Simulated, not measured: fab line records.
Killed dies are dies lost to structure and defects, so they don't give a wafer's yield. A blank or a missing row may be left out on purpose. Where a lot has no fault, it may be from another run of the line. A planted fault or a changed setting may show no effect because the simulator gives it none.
What tool caused it? | flow sky130 | 24 lots with 72 wafers sampled at 6 steps, on a route of 708 steps

WHAT THE GAUGES READ, wafer by wafer
SKY_PWDE_OVL_MEAS_07.
lot  | measured    | on         | PWDE_OVL (nm)
L074 | day 4 06:23 | overlay-02 | -0.5 0.2 0.2
L075 | day 4 12:14 | overlay-01 | -1.3 -1.0 -1.4
L076 | day 4 12:35 | overlay-02 | 0.0 -0.7 0.5
L077 | day 4 18:59 | overlay-02 | 2.6 1.0 2.0
L078 | day 4 22:47 | overlay-01 | 0.9 1.0 0.9
L079 | day 5 01:58 | overlay-01 | 0.9 0.1 1.2
L080 | day 5 06:47 | overlay-02 | -3.3 -3.1 -3.2
L081 | day 5 12:47 | overlay-02 | 0.9 2.0 1.3
L083 | day 5 19:41 | overlay-02 | -1.5 -2.9 -2.5
L082 | day 5 20:32 | overlay-02 | -0.2 0.0 -1.6
L084 | day 6 03:35 | overlay-01 | 0.3 2.0 1.5
L085 | day 6 09:13 | overlay-01 | -1.1 -0.1 -1.3
L086 | day 6 19:18 | overlay-01 | 2.1 1.6 0.3
L087 | day 7 02:50 | overlay-02 | 0.5 0.1 -0.4
L088 | day 7 08:38 | overlay-02 | -0.6 -3.2 -0.5
L089 | day 7 09:38 | overlay-02 | 0.1 0.8 -0.1
L090 | day 7 13:23 | overlay-02 | -1.0 -0.1 -0.1
L091 | day 7 19:20 | overlay-02 | 0.4 0.3 -0.6
L092 | day 8 07:07 | overlay-01 | 1.8 1.4 0.7
L093 | day 8 14:37 | overlay-02 | -0.4 1.2 0.2
L094 | day 8 16:32 | overlay-02 | -1.1 -0.3 0.1
L095 | day 8 19:53 | overlay-02 | 0.9 -0.3 1.3
L096 | day 9 03:34 | overlay-02 | 0.4 0.3 -1.1
L097 | day 9 05:31 | overlay-01 | 0.1 2.1 0.8

SKY_PASSIVATION_THK_MEAS_01.
lot  | measured     | on            | PASSIVATION_CVD_00_THK (nm)
L074 | day 44 11:40 | film-metro-02 | 89.5 90.4 91.6
L075 | day 44 22:59 | film-metro-03 | 88.8 90.1 90.5
L076 | day 44 20:21 | film-metro-02 | 89.8 88.2 90.4
L077 | day 45 04:31 | film-metro-03 | 88.1 90.0 90.0
L078 | day 45 08:50 | film-metro-03 | 88.5 90.3 89.8
L079 | day 45 12:35 | film-metro-02 | 92.5 88.8 91.0
L080 | day 45 15:44 | film-metro-03 | 88.1 87.6 89.1
L081 | day 46 05:38 | film-metro-03 | 89.8 90.4 89.5
L083 | day 46 09:39 | film-metro-02 | 87.7 88.3 89.9
L082 | day 46 14:07 | film-metro-01 | 88.4 89.3 91.0
L084 | day 46 17:23 | film-metro-02 | 89.3 90.1 90.7
L085 | day 46 20:47 | film-metro-03 | 89.2 89.5 90.8
L086 | day 47 10:11 | film-metro-02 | 92.0 89.0 90.1
L087 | day 47 18:50 | film-metro-01 | 88.5 87.8 89.5
L088 | day 47 23:11 | film-metro-03 | 88.2 91.5 89.6
L089 | day 48 02:45 | film-metro-01 | 88.2 89.0 89.7
L090 | day 48 04:09 | film-metro-02 | 89.5 90.2 91.2
L091 | day 48 13:23 | film-metro-02 | 89.7 93.0 89.4
L092 | day 48 20:23 | film-metro-03 | 89.1 88.9 89.4
L093 | day 49 04:04 | film-metro-01 | 90.9 88.6 91.2
L094 | day 49 06:07 | film-metro-02 | 88.3 90.9 89.4
L095 | day 49 09:22 | film-metro-01 | 87.4 89.0 90.2
L096 | day 49 13:49 | film-metro-03 | 88.5 88.5 91.7
L097 | day 49 15:05 | film-metro-02 | 90.5 88.5 90.2

WHAT TOOL EACH LOT RAN ON (gives the tool, then ch and the chambers of the sampled wafers, and finally the start)
lot  | SKY_CONTACT_CVD_24            | SKY_METAL1_SPUTTER_04        | SKY_VIA2_CMP_02               | SKY_METAL3_SPUTTER_04
L074 | cvd-w-02 ch 0,1, day 32 09:18 | pvd-sputter-02, day 32 09:59 | cmp-01 ch 0,2, day 35 22:47   | pvd-sputter-04, day 37 02:45
L075 | cvd-w-01 ch 0,1, day 32 23:26 | pvd-sputter-02, day 33 00:10 | cmp-01 ch 2,3, day 36 11:37   | pvd-sputter-03, day 37 15:26
L076 | cvd-w-02 ch 0,1, day 32 17:42 | pvd-sputter-02, day 32 18:23 | cmp-02 ch 1,2,3, day 36 06:36 | pvd-sputter-02, day 37 11:02
L077 | cvd-w-02 ch 0,1, day 33 04:23 | pvd-sputter-04, day 33 05:02 | cmp-02 ch 0,1,3, day 36 15:37 | pvd-sputter-03, day 37 19:25
L078 | cvd-w-02 ch 0,1, day 33 12:25 | pvd-sputter-03, day 33 13:04 | cmp-02 ch 0,3, day 37 00:32   | pvd-sputter-03, day 38 04:16
L079 | cvd-w-02 ch 0, day 33 14:45   | pvd-sputter-04, day 33 15:26 | cmp-01 ch 0,2,3, day 37 03:17 | pvd-sputter-04, day 38 07:37
L080 | cvd-w-02 ch 0,1, day 33 21:06 | pvd-sputter-02, day 33 21:47 | cmp-02 ch 0,2,3, day 37 08:08 | pvd-sputter-03, day 38 11:38
L081 | cvd-w-01 ch 0,1, day 34 11:57 | pvd-sputter-03, day 34 12:38 | cmp-01 ch 0,2,3, day 37 23:25 | pvd-sputter-04, day 39 02:26
L083 | cvd-w-02 ch 0,1, day 34 19:38 | pvd-sputter-02, day 34 20:28 | cmp-01 ch 0,1,2, day 38 07:34 | pvd-sputter-03, day 39 09:40
L082 | cvd-w-01 ch 0,1, day 34 21:15 | pvd-sputter-04, day 34 21:56 | cmp-02 ch 0,1,2, day 38 08:22 | pvd-sputter-03, day 39 11:52
L084 | cvd-w-02 ch 0,1, day 35 03:46 | pvd-sputter-04, day 35 04:26 | cmp-01 ch 1,2,3, day 38 15:32 | pvd-sputter-03, day 39 19:10
L085 | cvd-w-02 ch 0,1, day 35 07:10 | pvd-sputter-04, day 35 07:51 | cmp-01 ch 1,2,3, day 38 17:13 | pvd-sputter-03, day 39 20:53
L086 | cvd-w-02 ch 0,1, day 36 00:29 | pvd-sputter-04, day 36 01:08 | cmp-02 ch 0,2,3, day 39 11:08 | pvd-sputter-02, day 40 13:54
L087 | cvd-w-01 ch 0,1, day 36 11:11 | pvd-sputter-03, day 36 11:52 | cmp-01 ch 0,2,3, day 39 21:19 | pvd-sputter-02, day 40 23:32
L088 | cvd-w-01 ch 0,1, day 36 18:02 | pvd-sputter-04, day 36 18:44 | cmp-02 ch 0,1,3, day 40 03:45 | pvd-sputter-04, day 41 06:14
L089 | cvd-w-02 ch 0,1, day 36 22:27 | pvd-sputter-02, day 36 23:06 | cmp-02 ch 0,2,3, day 40 07:56 | pvd-sputter-03, day 41 09:39
L090 | cvd-w-01 ch 0,1, day 36 22:56 | pvd-sputter-04, day 36 23:37 | cmp-01 ch 0,1,2, day 40 08:56 | pvd-sputter-04, day 41 11:10
L091 | cvd-w-01 ch 0,1, day 37 10:29 | pvd-sputter-04, day 37 11:08 | cmp-02 ch 1,2,3, day 40 19:30 | pvd-sputter-04, day 41 21:29
L092 | cvd-w-01 ch 0,1, day 37 20:38 | pvd-sputter-04, day 37 21:19 | cmp-01 ch 1,3, day 41 04:35   | pvd-sputter-02, day 42 06:30
L093 | cvd-w-02 ch 0,1, day 38 07:05 | pvd-sputter-03, day 38 07:46 | cmp-02 ch 0,1,2, day 41 14:36 | pvd-sputter-04, day 42 15:44
L094 | cvd-w-01 ch 0,1, day 38 11:41 | pvd-sputter-04, day 38 12:22 | cmp-02 ch 0,1, day 41 19:46   | pvd-sputter-04, day 42 20:35
L095 | cvd-w-01 ch 0,1, day 38 15:47 | pvd-sputter-03, day 38 16:28 | cmp-02 ch 0,1,3, day 41 21:58 | pvd-sputter-03, day 43 00:11
L096 | cvd-w-01 ch 0,1, day 38 20:28 | pvd-sputter-04, day 38 21:09 | cmp-01 ch 0,2,3, day 42 02:57 | pvd-sputter-03, day 43 04:01
L097 | cvd-w-01 ch 0,1, day 38 21:02 | pvd-sputter-03, day 38 21:43 | cmp-02 ch 0,1,2, day 42 04:24 | pvd-sputter-02, day 43 06:04
- SKY_CONTACT_CVD_24: deposits W, target thk 340 nm, time 102.12 s.
- SKY_METAL1_SPUTTER_04: material TiN, target thk 70 nm, time 58.3 s.
- SKY_VIA2_CMP_02: polishes SiO2.
- SKY_METAL3_SPUTTER_04: material TiN, target thk 70 nm, time 58.3 s.

WHAT THE TOOLS THEMSELVES READ (means of the sampled wafers that have a number; where no wafer has one, the mark that the record gives instead)
SKY_CONTACT_CVD_24.
lot  | tool     | heater-power-w (W)
L074 | cvd-w-02 | 805
L075 | cvd-w-01 | 918
L076 | cvd-w-02 | 860
L077 | cvd-w-02 | 866
L078 | cvd-w-02 | 870
L079 | cvd-w-02 | 917
L080 | cvd-w-02 | 857
L081 | cvd-w-01 | 909
L083 | cvd-w-02 | 865
L082 | cvd-w-01 | 895
L084 | cvd-w-02 | 811
L085 | cvd-w-02 | 856
L086 | cvd-w-02 | 808
L087 | cvd-w-01 | 900
L088 | cvd-w-01 | 900
L089 | cvd-w-02 | 812
L090 | cvd-w-01 | 928
L091 | cvd-w-01 | 930
L092 | cvd-w-01 | 919
L093 | cvd-w-02 | 867
L094 | cvd-w-01 | 919
L095 | cvd-w-01 | 913
L096 | cvd-w-01 | 919
L097 | cvd-w-01 | 919

SKY_METAL1_SPUTTER_04.
lot  | tool           | cathode-dc-power-W (W) | chamber-pressure-pa (Pa) | throttle-valve-pct (%)
L074 | pvd-sputter-02 | 6500.4                 | 0.4008                   | 29.4
L075 | pvd-sputter-02 | 6501.2                 | 0.4009                   | 29.9
L076 | pvd-sputter-02 | 6500.0                 | 0.3997                   | 29.7
L077 | pvd-sputter-04 | 6500.3                 | 0.4001                   | 29.5
L078 | pvd-sputter-03 | 6501.8                 | 0.4006                   | 29.7
L079 | pvd-sputter-04 | 6500.4                 | 0.3994                   | 32.0
L080 | pvd-sputter-02 | 6500.7                 | 0.4009                   | 29.8
L081 | pvd-sputter-03 | 6500.8                 | 0.3992                   | 30.2
L083 | pvd-sputter-02 | 6499.4                 | 0.4000                   | 29.4
L082 | pvd-sputter-04 | 6501.1                 | 0.3990                   | 31.2
L084 | pvd-sputter-04 | 6500.5                 | 0.4005                   | 29.7
L085 | pvd-sputter-04 | 6499.6                 | 0.4006                   | 31.6
L086 | pvd-sputter-04 | 6499.0                 | 0.3996                   | 30.6
L087 | pvd-sputter-03 | 6501.2                 | 0.4004                   | 29.5
L088 | pvd-sputter-04 | 6500.9                 | 0.3999                   | 31.1
L089 | pvd-sputter-02 | 6501.7                 | 0.3989                   | 29.9
L090 | pvd-sputter-04 | 6500.5                 | 0.4001                   | 30.5
L091 | pvd-sputter-04 | 6500.5                 | 0.4002                   | 29.8
L092 | pvd-sputter-04 | 6499.9                 | 0.3998                   | 30.5
L093 | pvd-sputter-03 | 6500.4                 | 0.4000                   | 28.6
L094 | pvd-sputter-04 | 6500.4                 | 0.4005                   | 30.4
L095 | pvd-sputter-03 | 6500.8                 | 0.4003                   | 28.9
L096 | pvd-sputter-04 | 6498.6                 | 0.4001                   | 30.6
L097 | pvd-sputter-03 | 6501.4                 | 0.3996                   | 29.1

SKY_VIA2_CMP_02.
lot  | tool   | motor-current-A (A)
L074 | cmp-01 | 11.8
L075 | cmp-01 | 10.0
L076 | cmp-02 | 11.8
L077 | cmp-02 | 12.6
L078 | cmp-02 | 12.8
L079 | cmp-01 | 11.0
L080 | cmp-02 | 11.8
L081 | cmp-01 | 10.8
L083 | cmp-01 | 10.9
L082 | cmp-02 | 13.3
L084 | cmp-01 | 10.2
L085 | cmp-01 | 10.4
L086 | cmp-02 | 12.0
L087 | cmp-01 | 10.7
L088 | cmp-02 | 12.8
L089 | cmp-02 | 11.6
L090 | cmp-01 | 11.5
L091 | cmp-02 | 11.6
L092 | cmp-01 | 10.7
L093 | cmp-02 | 13.4
L094 | cmp-02 | 14.4
L095 | cmp-02 | 12.7
L096 | cmp-01 | 11.0
L097 | cmp-02 | 13.0

SKY_METAL3_SPUTTER_04.
lot  | tool           | cathode-dc-power-W (W) | chamber-pressure-pa (Pa) | throttle-valve-pct (%)
L074 | pvd-sputter-04 | 6499.7                 | 0.4002                   | 31.6
L075 | pvd-sputter-03 | 6499.0                 | 0.3995                   | 30.5
L076 | pvd-sputter-02 | 6500.4                 | 0.3992                   | 29.3
L077 | pvd-sputter-03 | 6498.4                 | 0.4007                   | 28.2
L078 | pvd-sputter-03 | 6499.7                 | 0.4002                   | 29.7
L079 | pvd-sputter-04 | 6498.8                 | 0.3990                   | 30.2
L080 | pvd-sputter-03 | 6500.1                 | 0.4000                   | 30.6
L081 | pvd-sputter-04 | 6500.2                 | 0.3996                   | 30.1
L083 | pvd-sputter-03 | 6500.4                 | 0.4001                   | 29.8
L082 | pvd-sputter-03 | 6499.6                 | 0.3997                   | 30.3
L084 | pvd-sputter-03 | 6500.3                 | 0.3999                   | 29.0
L085 | pvd-sputter-03 | 6500.0                 | 0.4002                   | 29.3
L086 | pvd-sputter-02 | 6499.6                 | 0.4003                   | 29.7
L087 | pvd-sputter-02 | 6499.8                 | 0.3997                   | 29.6
L088 | pvd-sputter-04 | 6500.1                 | 0.4004                   | 29.0
L089 | pvd-sputter-03 | 6500.3                 | 0.4002                   | 29.1
L090 | pvd-sputter-04 | 6499.7                 | 0.4005                   | 31.2
L091 | pvd-sputter-04 | 6500.3                 | 0.4002                   | 31.3
L092 | pvd-sputter-02 | 6501.0                 | 0.3995                   | 29.6
L093 | pvd-sputter-04 | 6499.8                 | 0.4002                   | 31.5
L094 | pvd-sputter-04 | 6499.6                 | 0.3998                   | 31.3
L095 | pvd-sputter-03 | 6500.3                 | 0.3995                   | 28.9
L096 | pvd-sputter-03 | 6500.5                 | 0.4006                   | 29.4
L097 | pvd-sputter-02 | 6501.0                 | 0.4012                   | 29.4

THE ANSWER, worked out from the rows above alone
Rule: what is usual is taken from the lots themselves. The widest of any qualifying gaps counts: lots, ordered by their means at a reading, are off when they make up no more than a third of the lots, leave a main group of 4 or more, and stand apart from it by 3 or more times the standard deviation of that group's means. The tables above print the reading to a certain number of digits; a main group whose means all agree to those digits is not used. Also off: a lot with no number at a reading for which 4 or more lots have one. Where the step has rows for the other lots, those lots are counted as sound. First the gauges in route order, then the tools' own readings, where a lot's mean is used as printed above. The first step at which some lot is off is used, and at that step the reading that is off furthest; a lot without a number counts as furthest.
None of the lots is off at any reading shown; this tells nothing.

WHAT THE SIMULATOR HAD PUT IN
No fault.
